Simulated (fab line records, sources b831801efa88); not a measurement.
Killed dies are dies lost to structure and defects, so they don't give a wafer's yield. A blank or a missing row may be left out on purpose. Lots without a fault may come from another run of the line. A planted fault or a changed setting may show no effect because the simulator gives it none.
Which tool did it? | flow gf180mcu | 13 lots, 37 wafers sampled, at 3 steps of a route of 602

WHAT THE GAUGES READ, wafer by wafer
GF_LVPWELL_OVL_MEAS_07.
lot  | measured    | on         | LVPWELL_OVL (nm)
L873 | day 4 01:32 | overlay-01 | -1.2 1.9 1.5
L876 | day 4 18:56 | overlay-01 | 2.6 1.8 -0.1
L877 | day 5 01:07 | overlay-01 | 0.0 0.8 -0.5
L878 | day 5 06:49 | overlay-02 | 0.6 1.7 0.6
L879 | day 5 10:00 | overlay-01 | 0.5 0.1 -0.4
L880 | day 5 16:32 | overlay-01 | 2.1 3.4 1.3
L881 | day 6 03:20 | overlay-01 | 0.2 0.0 -0.2
L886 | day 7 10:10 | overlay-01 | 1.4 -0.7 -0.6
L887 | day 7 10:31 | overlay-01 | -0.7 -0.3 -1.7
L888 | day 7 22:04 | overlay-02 | 1.1 1.5
L889 | day 7 23:25 | overlay-02 | 1.7 1.9 0.7
L891 | day 8 07:31 | overlay-02 | 1.1 1.9
L895 | day 9 09:40 | overlay-01 | 0.2 0.4 1.1

GF_SALICIDE_RS_MEAS_04: measures by four-point-probe.
lot  | measured     | on            | SALICIDE_TIN_RS (ohm/sq)
L873 | day 15 12:59 | film_metro-03 | 16.02 15.98 16.51
L876 | day 16 17:26 | film_metro-03 | 16.52 16.46 16.68
L877 | day 17 03:56 | film_metro-04 | 16.14 15.98 15.89
L878 | day 17 08:44 | film_metro-03 | 16.41 16.15 16.09
L879 | day 17 14:25 | film_metro-03 | 16.44 16.36 16.18
L880 | day 17 22:38 | film_metro-04 | 16.00 16.03 16.15
L881 | day 18 17:41 | film_metro-02 | 15.98 16.12 16.00
L886 | day 21 01:08 | film_metro-03 | 16.45 16.37 16.09
L887 | day 21 01:00 | film_metro-04 | 16.11 16.18 16.17
L888 | day 21 12:25 | film_metro-02 | 16.20 15.07
L889 | day 21 16:04 | film_metro-04 | 16.50 15.00 16.79
L891 | day 22 04:17 | film_metro-03 | 14.98 16.47
L895 | day 23 14:39 | film_metro-04 | 16.56 16.33 16.58

WHICH TOOL RAN EACH LOT (tool, then ch and the chambers of the sampled wafers, then the start)
lot  | GF_SALICIDE_SPUTTER_02
L873 | pvd_sputter-04, day 15 12:56
L876 | pvd_sputter-04, day 16 17:22
L877 | pvd_sputter-04, day 17 03:50
L878 | pvd_sputter-04, day 17 08:40
L879 | pvd_sputter-01, day 17 14:18
L880 | pvd_sputter-04, day 17 22:35
L881 | pvd_sputter-01, day 18 17:34
L886 | pvd_sputter-01, day 21 01:02
L887 | pvd_sputter-02, day 21 00:56
L888 | pvd_sputter-01, day 21 12:19
L889 | pvd_sputter-01, day 21 16:01
L891 | pvd_sputter-01, day 22 04:10
L895 | pvd_sputter-02, day 23 14:36
- GF_SALICIDE_SPUTTER_02: material Co, target thk 10 nm, time 20 s.

WHAT THE TOOLS THEMSELVES READ (means of the sampled wafers that have a number; where no wafer has one, the mark that the record gives instead)
GF_SALICIDE_SPUTTER_02.
lot  | tool           | throttle_valve_pct (%)
L873 | pvd_sputter-04 | 29.8
L876 | pvd_sputter-04 | 29.0
L877 | pvd_sputter-04 | 29.4
L878 | pvd_sputter-04 | 29.9
L879 | pvd_sputter-01 | 30.5
L880 | pvd_sputter-04 | 29.9
L881 | pvd_sputter-01 | 30.7
L886 | pvd_sputter-01 | 30.3
L887 | pvd_sputter-02 | 29.3
L888 | pvd_sputter-01 | 31.0
L889 | pvd_sputter-01 | 30.8
L891 | pvd_sputter-01 | 30.4
L895 | pvd_sputter-02 | 29.3

THE ANSWER, worked out from the rows above alone
Rule: what is usual is taken from the lots themselves. Put in order of their means at a reading, lots are off if they are a third of the lots or fewer, leave a main group of 4 or more, and stand apart from it by a gap of 3 or more times the standard deviation of the main group's means; of several such gaps the widest counts. A main group whose means are all the same, to the digits that the tables above print for the reading, isn't used. A lot without any number at a reading at which 4 lots or more have one is off too. The other lots that the step has rows for count as sound. The gauges are gone through in route order, then the tools' own readings, and for those a lot's mean is taken as printed above. The first step at which some lot is off is used, and at that step the reading that is off furthest; a lot without a number counts as furthest.
No lot is off at any reading shown: from this, nothing can be told.

WHAT THE SIMULATOR HAD PUT IN
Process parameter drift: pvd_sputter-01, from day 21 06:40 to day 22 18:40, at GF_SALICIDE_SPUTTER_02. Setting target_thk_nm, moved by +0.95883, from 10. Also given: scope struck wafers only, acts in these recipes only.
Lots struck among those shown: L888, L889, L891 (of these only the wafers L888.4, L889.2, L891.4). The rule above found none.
